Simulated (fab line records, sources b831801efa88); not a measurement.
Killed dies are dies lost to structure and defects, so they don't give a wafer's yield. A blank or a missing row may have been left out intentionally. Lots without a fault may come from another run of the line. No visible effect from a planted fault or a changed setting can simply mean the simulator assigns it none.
fab line records	flow sky130
[record] lots = 5	wafers = 15	last-day = 50
route steps=708 shown CAPM@553 METAL3@555 VIA3@573
lots that met no fault: taken from a fault-free run of the same line
start-h: start of the lot's first displayed wafer, in hours after the record's first day	wait-h: hours elapsed since this lot's preceding step	" as in the row above	L1.1+2: one row covering several wafers at once	- either no value or no given start	* or withheld: withheld	< > ~ a bound
route shown NAME@n: NAME is a module with steps in the file, n the number in the route of the first one	usual: average and standard deviation across the fault-free wafers	same: alike in all rows	chamber/n: place in a boat	sites: each site's reading	_std_site: their standard deviation	_edge_site: the outer-site mean with the inner-site mean subtracted	radius-mm: how far each site lies from the wafer's centre	mask NAME#n: copy n	behind: the tool/chamber that last shaped the wafer	hold: reason for holding the lot/hours on hold/outcome of the hold	device: whichever transistor did not switch (one of n, p or np)	end of line: at the end of the route, the tests of the same wafers	for a step that has no rows: nothing shown but its recipe	killed: the dies lost at the first sort to structure and to defects; this is not the yield of the wafer	map: the dies of a wafer, with x for killed, . for not killed, _ for no die there
set.NAME: the setting the step ran with; set.NAME@STEP: the setting that earlier step ran with	model.NAME: the simulator's own value behind a step, which no gauge read
lots at some steps of the route; a table a step, a row a wafer
services: a tool's chamber out of use, with start hour (start-h, from the record's first day; less than 0 if before it), hours out, and reason
[[steps]]
[step SKY_CAPM_CLEAN_16]
[recipe] chemistry = IPA	time-s = 180	temp-c = 25
[usual] temp-c = 25.00/0.1
lot.wafer	tool	chamber	start-h	wait-h	temp-c
L076.3	wet-bench-04	2	893.94	0.0	25.24
L076.4	"	2	"	"	25.14
L076.6	"	2	"	"	25.07
L081.1	wet-bench-04	1	928.12	0.0	24.97
L081.2	"	1	"	"	25.01
L081.4	"	1	"	"	25.10
L089.3	wet-bench-02	3	985.83	0.0	25.03
L089.4	"	3	"	"	24.96
L089.5	"	3	"	"	24.92
L093.2	wet-bench-04	0	1007.16	0.0	25.02
L093.3	"	0	"	"	25.01
L093.6	"	0	"	"	25.13
L095.1	wet-bench-02	0	1018.78	0.0	24.95
L095.2	"	0	"	"	25.02
L095.3	"	0	"	"	25.00
[step SKY_CAPM_CLEAN_17]
[recipe] chemistry = O3/DIW	dry = n2-spin
lot.wafer	tool	chamber	start-h	wait-h
L076.3+4+6	wet-bench-02	0	894.00	0.0
L081.1+2+4	wet-bench-02	2	928.17	0.0
L089.3+4+5	wet-bench-04	2	985.89	0.0
L093.2+3+6	wet-bench-03	2	1007.22	0.0
L095.1+2+3	wet-bench-04	0	1018.84	0.0
[step SKY_METAL3_DEHYDRATE_05]
[recipe] temp-c = 200	time-s = 60
lot.wafer	tool	chamber	start-h	wait-h
L076.3+4+6	litho-track-01	0	906.52	12.4
L081.1+2+4	litho-track-04	0	940.33	12.0
L089.3+4+5	litho-track-03	0	996.47	10.5
L093.2+3+6	litho-track-01	0	1018.00	10.7
L095.1+2+3	litho-track-01	0	1029.72	10.8
[step SKY_METAL3_HMDS_06]
[recipe] prime-time-s = 60	prime-temp-c = 120
lot.wafer	tool	chamber	start-h	wait-h
L076.3+4+6	litho-track-01	0	906.67	0.1
L081.1+2+4	litho-track-04	0	940.48	0.1
L089.3+4+5	litho-track-03	0	996.62	0.1
L093.2+3+6	litho-track-01	0	1018.15	0.1
L095.1+2+3	litho-track-01	0	1029.87	0.1
[step SKY_METAL3_COAT_07]
[recipe] resist = BARC	temp-c = withheld	time-s = withheld	spin-rpm = 3000	resist-thk-nm = 60
lot.wafer	tool	chamber	start-h	wait-h
L076.3+4+6	litho-track-01	0	906.82	0.1
L081.1+2+4	litho-track-04	0	940.63	0.1
L089.3+4+5	litho-track-03	0	996.77	0.1
L093.2+3+6	litho-track-01	0	1018.30	0.1
L095.1+2+3	litho-track-01	0	1030.02	0.1
[step SKY_METAL3_COAT_08]
[recipe] resist = KrF-thick	spin-rpm = 3000	resist-thk-nm = 1140
lot.wafer	tool	chamber	start-h	wait-h
L076.3+4+6	litho-track-01	0	-	-
L081.1+2+4	litho-track-04	0	-	-
L089.3+4+5	litho-track-03	0	-	-
L093.2+3+6	litho-track-01	0	-	-
L095.1+2+3	litho-track-01	0	-	-
[step SKY_METAL3_SOFTBAKE_09]
[recipe] temp-c = 100	time-s = 90	resist = KrF-thick
lot.wafer	tool	chamber	start-h	wait-h
L076.3+4+6	litho-track-01	0	-	-
L081.1+2+4	litho-track-04	0	-	-
L089.3+4+5	litho-track-03	0	-	-
L093.2+3+6	litho-track-01	0	-	-
L095.1+2+3	litho-track-01	0	-	-
[step SKY_METAL3_EXPOSE_10]
[recipe] mask-id = MM3	na = 0.68	source-shape = annular	sigma-inner = 0.4	sigma-outer = 0.8	target-cd-nm = 300	dose-mj = 28
[same] na = 0.68
lot.wafer	tool	chamber	start-h	wait-h	mask
L076.3+4+6	krf-scanner-01	0	-	-	MM3#0
L081.1+2+4	krf-scanner-02	0	-	-	MM3#0
L089.3+4+5	krf-scanner-01	0	-	-	MM3#0
L093.2+3+6	krf-scanner-02	0	-	-	MM3#0
L095.1+2+3	krf-scanner-02	0	-	-	MM3#0
[step SKY_METAL3_PEB_11]
[recipe] peb-temp-c = withheld	peb-time-s = withheld	resist = KrF-thick
lot.wafer	tool	chamber	start-h	wait-h
L076.3+4+6	litho-track-01	0	-	-
L081.1+2+4	litho-track-04	0	-	-
L089.3+4+5	litho-track-01	0	-	-
L093.2+3+6	litho-track-04	0	-	-
L095.1+2+3	litho-track-01	0	-	-
[step SKY_METAL3_DEVELOP_12]
[recipe] develop-time-s = 60	resist = KrF-thick	dev-temp-c = 21
lot.wafer	tool	chamber	start-h	wait-h
L076.3+4+6	litho-track-01	0	-	-
L081.1+2+4	litho-track-04	0	-	-
L089.3+4+5	litho-track-01	0	-	-
L093.2+3+6	litho-track-04	0	-	-
L095.1+2+3	litho-track-01	0	-	-
[step SKY_METAL3_CD_MEAS_13]
[recipe] target-cd-nm = 300
[usual] cd-nm = 300.2/1.3
lot.wafer	tool	chamber	start-h	wait-h	cd-nm
L076.3	cd-sem-01	-	919.16	-	301.1
L076.4	"	-	"	"	301.9
L076.6	"	-	"	"	300.4
L081.1	cd-sem-02	-	952.89	-	299.8
L081.2	"	-	"	"	299.7
L081.4	"	-	"	"	299.0
L089.3	cd-sem-02	-	1008.91	-	299.3
L089.4	"	-	"	"	299.9
L089.5	"	-	"	"	299.8
L093.2	cd-sem-01	-	1030.45	-	303.1
L093.3	"	-	"	"	303.1
L093.6	"	-	"	"	302.5
L095.1	cd-sem-01	-	1041.47	-	299.4
L095.2	"	-	"	"	300.6
L095.3	"	-	"	"	300.9
[step SKY_METAL3_OVL_MEAS_14]
[usual] METAL3_OVL = -1/5.7
lot.wafer	tool	chamber	start-h	wait-h	METAL3_OVL[nm]
L076.3	overlay-01	-	919.25	0.1	3
L076.4	"	-	"	"	-4
L076.6	"	-	"	"	-4
L081.1	overlay-01	-	953.01	0.1	-1
L081.2	"	-	"	"	3
L081.4	"	-	"	"	-1
L089.3	overlay-02	-	1009.00	0.1	-2
L089.4	"	-	"	"	-3
L089.5	"	-	"	"	2
L093.2	overlay-01	-	1030.56	0.1	-10
L093.3	"	-	"	"	-1
L093.6	"	-	"	"	-4
L095.1	overlay-02	-	1041.59	0.1	-5
L095.2	"	-	"	"	-7
L095.3	"	-	"	"	-9
[step SKY_METAL3_DESCUM_15]
[recipe] chemistry = O2	source-power-w = 150	bias-power-w = 0	pressure-mtorr = 10	temp-c = 40	time-s = 8
[usual] drypump-motor-current-A = 5.7/0.53	oes-product-au = 1.000/0.006	rf-fwd-power-W = 147.0/0.83	temp-c = 40.02/0.12
lot.wafer	tool	chamber	start-h	wait-h	drypump-motor-current-A	oes-product-au	rf-fwd-power-W	rf-hours-counter-h	temp-c
L076.3	rie-metal-03	1	919.29	0.0	6.7	1.009	147.7	-	40.08
L076.4	"	0	"	"	5.7	0.994	147.3	-	40.05
L076.6	"	1	"	"	6.7	0.994	147.5	-	39.98
L081.1	rie-metal-04	1	953.05	0.0	5.3	1.011	146.4	10	40.07
L081.2	"	0	"	"	5.1	1.000	146.1	12	39.95
L081.4	"	0	"	"	5.1	1.001	146.6	-	40.20
L089.3	rie-metal-03	1	1009.04	0.0	6.6	1.000	147.3	-	40.06
L089.4	"	0	"	"	5.7	0.998	146.0	-	40.07
L089.5	"	1	"	"	6.6	1.013	147.2	-	39.99
L093.2	rie-metal-03	0	1030.59	0.0	5.6	0.998	146.6	11	40.10
L093.3	"	1	"	"	6.7	1.000	148.1	-	40.10
L093.6	"	0	"	"	5.7	1.008	147.0	-	40.10
L095.1	rie-metal-02	1	1041.63	0.0	6.0	0.996	147.9	11	40.12
L095.2	"	1	"	"	6.0	1.010	148.2	-	39.99
L095.3	"	1	"	"	5.9	1.019	147.6	-	40.08
[step SKY_METAL3_ETCH_16]
[recipe] chemistry = N2/H2	target = BARC	ion-energy-ev = 200	bias-w = 100	pressure-mtorr = 30	n2-flow-sccm = 100	h2-flow-sccm = 200	icp-w = 500	stop-on = SiO2	time-s = 88.2	target-depth-a = 600
[usual] bias-w = 99.97/0.29	drypump-motor-current-A = 5.7/0.53	oes-product-au = 0.625/0.0042	rf-fwd-power-W = 496.5/2.2	throttle-valve-pct = 13.206/0.0096
lot.wafer	tool	chamber	start-h	wait-h	bias-w	drypump-motor-current-A	oes-product-au	rf-fwd-power-W	rf-hours-counter-h	throttle-valve-pct
L076.3	rie-metal-03	1	919.34	0.0	100.32	6.6	0.625	497.7	-	13.200
L076.4	"	0	"	"	99.61	5.7	0.620	495.8	-	13.207
L076.6	"	1	"	"	100.03	6.7	0.621	497.4	-	13.230
L081.1	rie-metal-04	1	953.08	0.0	99.86	5.3	0.626	493.2	10	13.195
L081.2	"	0	"	"	99.71	5.1	0.625	495.4	12	13.201
L081.4	"	0	"	"	100.15	5.1	0.627	495.2	-	13.190
L089.3	rie-metal-03	1	1009.09	0.0	100.30	6.7	0.624	499.3	-	13.208
L089.4	"	0	"	"	99.96	5.7	0.628	494.6	-	13.209
L089.5	"	1	"	"	99.87	6.7	0.621	498.2	-	13.213
L093.2	rie-metal-03	0	1030.62	0.0	99.54	5.7	0.628	496.2	11	13.207
L093.3	"	1	"	"	100.29	6.6	0.629	500.8	-	13.222
L093.6	"	0	"	"	99.14	5.7	0.629	494.6	-	13.202
L095.1	rie-metal-02	1	1041.69	0.1	99.81	6.0	0.631	499.7	11	13.211
L095.2	"	1	"	"	99.76	6.0	0.626	499.7	-	13.217
L095.3	"	1	"	"	99.80	6.0	0.631	497.1	-	13.203
[step SKY_METAL3_ETCH_17]
[recipe] target = SiO2	stop-on = TiN	chemistry = C4F8/O2/Ar	source-w = 1500	bias-w = 1200	pressure-mtorr = 40	c4f8-flow-sccm = withheld	O2_flow_sccm = 6	Ar_flow_sccm = 300	time-s = 3.9	target-depth-a = 150
[usual] bias-w = 1200/3.6	oes-product-au = 0.753/0.007	rf-fwd-power-W = 1468/7.4
lot.wafer	tool	chamber	start-h	wait-h	bias-w	oes-product-au	rf-fwd-power-W	rf-hours-counter-h
L076.3	rie-diel-03	3	919.41	0.0	1202	0.742	1473	20
L076.4	"	2	"	"	1196	0.753	1464	10
L076.6	"	1	"	"	1201	0.751	1466	-
L081.1	rie-diel-02	0	953.18	0.1	1196	0.748	1467	20
L081.2	"	2	"	"	1201	0.747	1484	12
L081.4	"	1	"	"	1200	0.747	1461	5
L089.3	rie-diel-03	2	1009.16	0.0	1196	0.751	1467	13
L089.4	"	2	"	"	1193	0.763	1462	-
L089.5	"	1	"	"	1201	0.764	1470	-
L093.2	rie-diel-02	3	1030.72	0.1	1200	0.751	1462	16
L093.3	"	1	"	"	1196	0.756	1462	6
L093.6	"	1	"	"	1200	0.761	1460	-
L095.1	rie-diel-03	1	1041.89	0.2	1205	0.758	1456	14
L095.2	"	0	"	"	1197	0.741	1473	1
L095.3	"	2	"	"	1197	0.739	1467	14
[step SKY_METAL3_METAL_ETCH_18]
[recipe] target-depth-a = 8450	stop-on = SiO2	over-etch-frac = 0.3	time-s = 183.1	chemistry = Cl2/BCl3	resist-sidewall-deg = 88	pressure-mtorr = 10	icp-w = 900	bias-w = 48.5	Cl2_flow_sccm = 60	bcl3-flow-sccm = 30
[usual] bias-w = 48.48/0.15	drypump-motor-current-A = 5.6/0.51	oes-product-au = 0.868/0.0061	rf-fwd-power-W = 896.2/2.9	throttle-valve-pct = 22.264/0.0093
lot.wafer	tool	chamber	start-h	wait-h	bias-w	drypump-motor-current-A	oes-product-au	rf-fwd-power-W	rf-hours-counter-h	throttle-valve-pct
L076.3	rie-metal-04	0	919.48	0.1	48.52	5.1	0.864	889.8	-	22.261
L076.4	"	1	"	"	48.58	5.3	0.868	891.6	-	22.278
L076.6	"	1	"	"	48.72	5.2	0.870	890.7	-	22.273
L081.1	rie-metal-03	0	953.20	0.0	48.60	5.7	0.863	897.1	6	22.266
L081.2	"	1	"	"	48.51	6.7	0.871	896.5	3	22.269
L081.4	"	0	"	"	48.77	5.7	0.861	898.8	-	22.276
L089.3	rie-metal-02	1	1009.24	0.1	48.52	6.0	0.871	900.7	-	22.256
L089.4	"	0	"	"	48.76	5.6	0.871	897.6	-	22.264
L089.5	"	0	"	"	48.63	5.6	0.866	899.8	-	22.263
L093.2	rie-metal-04	1	1030.73	0.0	48.75	5.3	0.865	887.6	13	22.264
L093.3	"	0	"	"	48.18	5.1	0.860	896.4	-	22.247
L093.6	"	1	"	"	48.77	5.2	0.861	890.8	-	22.271
L095.1	rie-metal-03	1	1041.91	0.0	48.48	6.7	0.868	894.7	9	22.260
L095.2	"	0	"	"	48.48	5.6	0.865	898.3	11	22.255
L095.3	"	0	"	"	48.56	5.6	0.869	902.2	-	22.255
[step SKY_METAL3_STRIP_19]
[recipe] chemistry = O2/N2	power-w = 1400	pressure-mtorr = 1500	platen-temp-c = withheld	o2-flow-sccm = 3000	n2-flow-sccm = 300	overash-fraction = 0.5
[usual] drypump-motor-current-A = 5.87/0.099	oes-product-au = 0.502/0.005	strip-time-to-endpoint-s = 6.53/0.052
lot.wafer	tool	chamber	start-h	wait-h	drypump-motor-current-A	oes-product-au	rf-hours-counter-h	strip-time-to-endpoint-s
L076.3	plasma-asher-02	1	919.64	0.1	5.78	0.507	-	6.60
L076.4	"	0	"	"	5.73	0.506	-	6.53
L076.6	"	1	"	"	5.76	0.508	-	6.54
L081.1	plasma-asher-02	0	953.37	0.1	5.74	0.512	86	6.54
L081.2	"	1	"	"	5.79	0.506	86	6.56
L081.4	"	0	"	"	5.73	0.504	-	6.51
L089.3	plasma-asher-01	0	1009.39	0.1	5.84	0.502	-	6.52
L089.4	"	1	"	"	5.95	0.497	-	6.49
L089.5	"	1	"	"	5.95	0.488	-	6.42
L093.2	plasma-asher-01	1	1030.91	0.1	5.96	0.501	29	6.49
L093.3	"	0	"	"	5.85	0.501	-	6.49
L093.6	"	1	"	"	5.96	0.494	-	6.43
L095.1	plasma-asher-04	0	1042.08	0.1	5.85	0.492	61	6.49
L095.2	"	1	"	"	6.00	0.503	61	6.59
L095.3	"	1	"	"	6.00	0.502	-	6.49
[step SKY_METAL3_STRIP_20]
[recipe] chemistry = post-etch-residue-remover	time-s = 1200	temp-c = 72.5
[usual] bath-guard-temp-C = 72.5/0.53	temp-c = 72.49/0.11
lot.wafer	tool	chamber	start-h	wait-h	bath-guard-temp-C	temp-c
L076.3	wet-bench-04	3	919.70	0.0	72.6	72.33
L076.4	"	3	"	"	72.3	72.50
L076.6	"	3	"	"	72.7	72.53
L081.1	wet-bench-01	1	953.47	0.1	73.0	72.41
L081.2	"	1	"	"	73.0	72.52
L081.4	"	1	"	"	73.3	72.56
L089.3	wet-bench-04	1	1009.45	0.0	71.1	72.50
L089.4	"	1	"	"	71.6	72.46
L089.5	"	1	"	"	70.8	72.34
L093.2	wet-bench-02	2	1031.01	0.1	72.4	72.66
L093.3	"	2	"	"	72.5	72.49
L093.6	"	2	"	"	72.1	72.29
L095.1	wet-bench-01	1	1042.18	0.1	73.2	72.54
L095.2	"	1	"	"	73.1	72.71
L095.3	"	1	"	"	73.1	72.48
[step SKY_METAL3_CLEAN_21]
[recipe] chemistry = IPA	time-s = 180	temp-c = 25
[usual] temp-c = 24.98/0.11
lot.wafer	tool	chamber	start-h	wait-h	temp-c
L076.3	wet-bench-02	2	920.08	0.0	25.04
L076.4	"	2	"	"	24.89
L076.6	"	2	"	"	24.87
L081.1	wet-bench-02	3	953.81	0.0	25.05
L081.2	"	3	"	"	25.07
L081.4	"	3	"	"	24.91
L089.3	wet-bench-02	0	1009.80	0.0	24.81
L089.4	"	0	"	"	24.75
L089.5	"	0	"	"	24.76
L093.2	wet-bench-04	1	1031.35	0.0	24.87
L093.3	"	1	"	"	25.12
L093.6	"	1	"	"	25.15
L095.1	wet-bench-04	0	1042.53	0.0	25.19
L095.2	"	0	"	"	25.09
L095.3	"	0	"	"	25.12
[step SKY_METAL3_CLEAN_22]
[recipe] chemistry = O3/DIW	dry = n2-spin
lot.wafer	tool	chamber	start-h	wait-h
L076.3+4+6	wet-bench-01	1	920.14	0.0
L081.1+2+4	wet-bench-04	3	953.87	0.0
L089.3+4+5	wet-bench-01	1	1009.86	0.0
L093.2+3+6	wet-bench-02	0	1031.41	0.0
L095.1+2+3	wet-bench-02	3	1042.59	0.0
[step SKY_VIA3_HDPCVD_00]
[recipe] material = SiO2	target-thk-nm = 1635	sigma-open-frac = 0.3	time-s = 272.5	temp-c = 400	sih4-flow-sccm = 60	pressure-mtorr = 6
lot.wafer	tool	chamber	start-h	wait-h
L076.3+4+6	hdpcvd-01	2,1,0	920.23	0.0
L081.1+2+4	hdpcvd-01	0,1,1	953.97	0.0
L089.3+4+5	hdpcvd-01	2,1,0	1009.95	0.0
L093.2+3+6	hdpcvd-02	1,0,1	1031.50	0.0
L095.1+2+3	hdpcvd-02	0,2,1	1042.68	0.0
[step SKY_VIA3_THK_MEAS_01]
[recipe] reads = SiO2_of_VIA3_HDPCVD_00
[usual] VIA3_HDPCVD_THK = 1632/17
lot.wafer	tool	chamber	start-h	wait-h	VIA3_HDPCVD_THK[nm]
L076.3	film-metro-04	-	920.42	0.1	1624
L076.4	"	-	"	"	1612
L076.6	"	-	"	"	1632
L081.1	film-metro-03	-	954.14	0.1	1609
L081.2	"	-	"	"	1625
L081.4	"	-	"	"	1617
L089.3	film-metro-04	-	1010.14	0.1	1658
L089.4	"	-	"	"	1634
L089.5	"	-	"	"	1637
L093.2	film-metro-02	-	1031.68	0.1	1627
L093.3	"	-	"	"	1621
L093.6	"	-	"	"	1649
L095.1	film-metro-03	-	1042.85	0.1	1622
L095.2	"	-	"	"	1640
L095.3	"	-	"	"	1616
[step SKY_VIA3_CMP_02]
[recipe] material = SiO2	down-force-psi = 4	platen-rpm = 60	pad-velocity-m-s = 0.94248
[usual] motor-current-A = 12.4/1.6
lot.wafer	tool	chamber	start-h	wait-h	motor-current-A
L076.4	cmp-02	0	920.57	0.1	11.3
L076.3	"	2	"	"	13.2
L076.6	"	1	"	"	12.6
L081.4	cmp-02	3	954.25	0.1	13.3
L081.1	"	0	"	"	12.4
L081.2	"	1	"	"	13.8
L089.3	cmp-01	3	1010.18	0.0	9.2
L089.4	"	0	"	"	9.7
L089.5	"	0	"	"	9.7
L093.2	cmp-01	1	1031.78	0.1	12.8
L093.3	"	2	"	"	13.4
L093.6	"	0	"	"	9.9
L095.2	cmp-02	3	1042.96	0.1	13.2
L095.3	"	0	"	"	11.6
L095.1	"	1	"	"	13.2
[step SKY_VIA3_BOW_MEAS_03]
[recipe] mode = bow
[usual] VIA3_BOW = 80/6.9
lot.wafer	tool	chamber	start-h	wait-h	VIA3_BOW[um]
L076.3	film-metro-02	-	920.91	0.2	86
L076.4	"	-	"	"	83
L076.6	"	-	"	"	89
L081.1	film-metro-04	-	954.50	0.1	71
L081.2	"	-	"	"	75
L081.4	"	-	"	"	69
L089.3	film-metro-03	-	1010.52	0.3	80
L089.4	"	-	"	"	77
L089.5	"	-	"	"	75
L093.2	film-metro-03	-	1032.05	0.2	65
L093.3	"	-	"	"	67
L093.6	"	-	"	"	74
L095.1	film-metro-03	-	1043.21	0.1	87
L095.2	"	-	"	"	81
L095.3	"	-	"	"	79
[step SKY_VIA3_DEHYDRATE_04]
[recipe] temp-c = 200	time-s = 60
lot.wafer	tool	chamber	start-h	wait-h
L076.3+4+6	litho-track-03	0	933.82	12.9
L081.1+2+4	litho-track-01	0	966.27	11.7
L089.3+4+5	litho-track-03	0	1021.27	10.7
L093.2+3+6	litho-track-02	0	1042.55	10.5
L095.1+2+3	litho-track-01	0	1053.22	10.0
[[services]]
tool	chamber	start-h	hours	kind
rie-diel-02	3	869.99	31.2	repair
cmp-01	-	871.35	0.6	repair
krf-scanner-01	-	880.55	0.8	repair
rie-metal-02	1	880.58	48.4	repair
cmp-02	-	886.09	8.3	pm
rie-metal-03	-	891.15	1.4	pm
krf-scanner-01	-	897.01	0.8	pm
rie-diel-03	1	899.09	13.5	repair
cmp-01	-	911.32	1.0	repair
krf-scanner-01	-	912.60	1.0	pm
plasma-asher-02	-	916.68	2.8	pm
cmp-01	-	916.91	4.0	pm
krf-scanner-02	-	917.06	0.8	pm
plasma-asher-01	-	918.05	0.6	repair
krf-scanner-02	-	928.14	1.0	pm
rie-diel-03	-	954.97	0.3	repair
krf-scanner-02	-	1009.46	1.3	pm
rie-metal-03	0	1021.99	3.2	repair
cmp-02	-	1024.54	0.4	repair
cmp-02	-	1026.81	3.0	repair
hdpcvd-01	2	1029.24	12.1	repair
hdpcvd-01	-	1030.81	0.8	repair
rie-metal-02	0	1037.48	9.4	repair
hdpcvd-01	-	1039.74	0.7	repair
[[key]]
fault none
